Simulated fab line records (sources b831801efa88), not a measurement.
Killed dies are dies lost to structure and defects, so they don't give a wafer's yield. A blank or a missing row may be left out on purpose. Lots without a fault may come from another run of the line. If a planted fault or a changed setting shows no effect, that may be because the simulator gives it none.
A struck lot beside a sound one    flow sky130    23 steps out of a route of 708
Sound: these wafers, L413.1, L413.3, L413.4. Struck: wafer L406.4. (L406.6 of the same lot was not struck and is left out.) The cause comes at the end.
For every step that has rows: the tool of each side, followed by ch and its chambers, followed by its first start. Under that, the readings that differ: sound wafers    struck wafers    difference of the means    sigmas: that difference in standard deviations of wafers without a fault.
alike: same words and numbers on both sides, and readings whose means sit less than 2 such deviations apart. not compared: any withheld reading, any reading some wafer has no value for, any bound like >300 that may hide the same value, and any number with overlapping values for which the record gives no deviation.
Wherever a step has rows on one side only, a row that says differs or no value, or a row with sigmas, the two part there. Numbers that don't overlap but have no deviation are shown without sigmas and don't part them. A reading that every wafer of one side lacks parts them only if that side has two wafers or more.

first, 5 steps without rows for these wafers: SKY_POLY_CUT_COAT_03 (resist thk 450 nm); SKY_POLY_CUT_SOFTBAKE_04 (time 90 s); SKY_POLY_CUT_EXPOSE_05 (exposes mask NPCM, target cd 270 nm); SKY_POLY_CUT_PEB_06; SKY_POLY_CUT_DEVELOP_07 (develop time 60 s).
SKY_POLY_CUT_CD_MEAS_08: the cd target is 270 nm.
  struck on cd-sem-02, day 28 11:34; sound on cd-sem-02, day 30 00:07
  alike: cd-nm
SKY_POLY_CUT_OVL_MEAS_09:
  struck on overlay-02, day 28 11:39; sound on overlay-01, day 30 00:14
  alike: POLY_CUT_OVL
SKY_POLY_CUT_ETCH_10: etches BARC in N2/H2, stops on SiO2, time 45.9 s, target depth 60 nm.
  sound on rie-diel-03 ch 1,2,3, day 30 00:16; struck on rie-diel-03 ch 2, day 28 11:40
  alike: drypump-motor-current-A, oes-product-au, throttle-valve-pct
  not compared: rf-hours-counter-h
SKY_POLY_CUT_ETCH_11: etches Si3N4 in CF4/CH2F2/Ar, stops on poly-Si, time 42.5 s, target depth 60 nm.
  sound on rie-diel-03 ch 1,2,3, day 30 00:19; struck on rie-diel-03 ch 2, day 28 11:43
reading                 sound                 struck  difference  sigmas
throttle-valve-pct (%)  14.993 14.991 14.987  15.013  +0.023      +2
  alike: drypump-motor-current-A, oes-product-au
  not compared: rf-hours-counter-h
SKY_POLY_CUT_STRIP_12: strips in O2/N2.
  sound on plasma-asher-04 ch 0,1, day 30 00:21; struck on plasma-asher-02 ch 0, day 28 11:47
reading              sound           struck  difference  sigmas
o2-flow-sccm (sccm)  3003 3013 3003  2987    -19         -2
  alike: drypump-motor-current-A, oes-product-au, strip-time-to-endpoint-s
  not compared: rf-hours-counter-h
then, 2 steps without rows for these wafers: SKY_SD_P_DEHYDRATE_00 (time 60 s); SKY_SD_P_HMDS_01 (prime time 60 s).
SKY_SD_P_COAT_02: resist thk 1140 nm.
  sound on litho-track-03 ch 0, day 30 13:01; struck on litho-track-01 ch 0, day 29 00:41
reading                                    sound           struck  difference  sigmas
model.NOVOLAK_of_SD_P_COAT_02.thk-nm (nm)  1141 1143 1147  580.4   -563.3      
  alike: exhaust-pa
then, 3 steps without rows for these wafers: SKY_SD_P_SOFTBAKE_03 (time 60 s); SKY_SD_P_EXPOSE_04 (exposes mask PSDM, target cd 380 nm); SKY_SD_P_PEB_05.
SKY_SD_P_DEVELOP_06: develop time 60 s.
  sound on litho-track-02 ch 0, day 31 04:04; struck on litho-track-03 ch 0, day 29 14:53
reading                                    sound           struck  difference  sigmas
model.NOVOLAK_of_SD_P_COAT_02.thk-nm (nm)  1140 1143 1147  580     -563        
  alike: exhaust-pa
SKY_SD_P_CD_MEAS_07: the cd target is 380 nm.
  struck on cd-sem-01, day 29 15:02; sound on cd-sem-01, day 31 04:13
reading     sound              struck  difference  sigmas
cd-nm (nm)  379.9 375.6 378.7  451.5   +73.4       +27
SKY_SD_P_OVL_MEAS_08:
  struck on overlay-01, day 29 15:07; sound on overlay-01, day 31 04:20
  alike: SD_P_OVL
then, 1 step without rows for these wafers: SKY_SD_P_IMPLANT_09.
SKY_SD_P_STRIP_10: strips in O2/N2.
  sound on plasma-asher-01 ch 0,1, day 31 04:32; struck on plasma-asher-04 ch 1, day 29 15:19
reading                       sound              struck  difference  sigmas
oes-product-au (a.u.)         0.615 0.612 0.622  0.545   -0.071      -15
strip-time-to-endpoint-s (s)  17.52 17.55 17.59  11.04   -6.51       -99 or more
  alike: drypump-motor-current-A, o2-flow-sccm
  not compared: rf-hours-counter-h
SKY_SD_P_TW_MEAS_11:
  struck on film-metro-04, day 29 15:24; sound on film-metro-03, day 31 04:39
  alike: SD_P_TW
-- the record jumps here: 19 days lie between the struck wafers' starts before and after (it left off in module SD_P and takes up again in module PAD_OPEN, whose first step shown is number 708 of the route) --
SKY_PAD_OPEN_PROBE_99:
  struck on prober-02, day 48 10:42; sound on prober-02, day 49 10:00
reading              sound     struck  difference  sigmas
killed-at-front-end  27 17 19  9       -12         -3
  alike: killed_at_M0_to_M3, killed_at_M4_up, killed-at-contacts, killed-at-other, killed-dies, killed-open, killed-short

## WHERE THEY PART
At SKY_POLY_CUT_ETCH_11 first; at SKY_PAD_OPEN_PROBE_99 last (within this record only).

WHY: the cause the simulator had injected
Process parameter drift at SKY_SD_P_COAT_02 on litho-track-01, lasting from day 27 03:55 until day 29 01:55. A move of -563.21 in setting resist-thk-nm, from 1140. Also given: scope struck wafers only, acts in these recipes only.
